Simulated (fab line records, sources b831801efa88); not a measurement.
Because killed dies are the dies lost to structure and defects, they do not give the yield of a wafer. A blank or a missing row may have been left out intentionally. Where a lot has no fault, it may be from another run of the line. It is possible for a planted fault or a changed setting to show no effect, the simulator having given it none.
Which of the tools did it? | flow sky130 | 35 wafers from 12 lots sampled at 2 of the route's 708 steps

WHAT THE GAUGES READ, wafer by wafer
SKY_VIA3_RS_MEAS_22: the measuring method here is four-point-probe.
lot  | measured     | on            | VIA3_W_RS (ohm/sq)
L280 | day 39 17:26 | film-metro-04 | 0.287 0.294 0.290
L282 | day 40 16:31 | film-metro-01 | 0.299 0.294 0.298
L283 | day 40 17:15 | film-metro-04 | 0.292 0.292 0.293
L284 | day 41 06:41 | film-metro-04 | 0.297 0.296 0.300
L289 | day 42 16:59 | film-metro-02 | 0.294 0.298
L290 | day 43 00:50 | film-metro-01 | 0.297 0.291 0.298
L292 | day 43 21:18 | film-metro-02 | 0.296 0.296 0.296
L294 | day 44 09:17 | film-metro-04 | 0.299 0.295 0.290
L295 | day 44 15:40 | film-metro-04 | 0.300 0.299 0.299
L300 | day 45 07:32 | film-metro-04 | 0.290 0.291 0.291
L299 | day 45 13:44 | film-metro-04 | 0.290 0.292 0.291
L302 | day 46 09:02 | film-metro-02 | 0.292 0.290 0.296

SKY_METAL4_CD_MEAS_13 targets a cd of 300 nm.
lot  | measured     | on        | cd-nm (nm)
L280 | day 41 19:36 | cd-sem-01 | 299.5 301.0 299.8
L282 | day 42 18:09 | cd-sem-01 | 297.5 300.3 298.3
L283 | day 42 18:35 | cd-sem-02 | 300.3 300.2 299.2
L284 | day 43 06:10 | cd-sem-02 | 300.3 300.4 299.2
L289 | day 44 15:49 | cd-sem-02 | 299.6 298.6
L290 | day 44 22:52 | cd-sem-01 | 299.2 299.8 300.1
L292 | day 45 18:20 | cd-sem-01 | 300.0 300.8 300.4
L294 | day 46 05:42 | cd-sem-01 | 301.3 302.7 302.0
L295 | day 46 09:53 | cd-sem-02 | 300.9 300.2 300.8
L300 | day 47 00:55 | cd-sem-02 | 304.0 302.7 303.2
L299 | day 47 06:27 | cd-sem-02 | 298.5 298.0 298.1
L302 | day 48 02:28 | cd-sem-02 | 299.4 300.0 300.7

EACH LOT AND THE TOOL THAT RAN IT (in order: tool; ch and the chambers of the sampled wafers; start)
There is no process step in the record ahead of these readings.

WHAT THE TOOLS THEMSELVES READ (means of the sampled wafers that have a number; where no wafer has one, the mark that the record gives instead)
The record holds no such reading with a usual standard deviation.

THE ANSWER, worked out from the rows above alone
Rule: the usual values come from the lots themselves. Put in order of their means at a reading, lots are off if they are a third of the lots or fewer, leave a main group of 4 or more, and stand apart from it by a gap of 3 or more times the standard deviation of the main group's means; of several such gaps the widest counts. A main group is skipped when, at the precision printed for the reading in the tables above, its means are all equal. Also off: a lot with no number at a reading for which 4 or more lots have one. The other lots that the step has rows for count as sound. Order of review: gauges by route order, followed by the tools' own readings, for which a lot's mean as printed above is used. At the first step where some lot is off, the reading lying furthest off is the one used; lots without a number count as furthest.
Nothing can be told from this: no lot is off at any reading shown.

WHAT WAS PUT IN BY THE SIMULATOR
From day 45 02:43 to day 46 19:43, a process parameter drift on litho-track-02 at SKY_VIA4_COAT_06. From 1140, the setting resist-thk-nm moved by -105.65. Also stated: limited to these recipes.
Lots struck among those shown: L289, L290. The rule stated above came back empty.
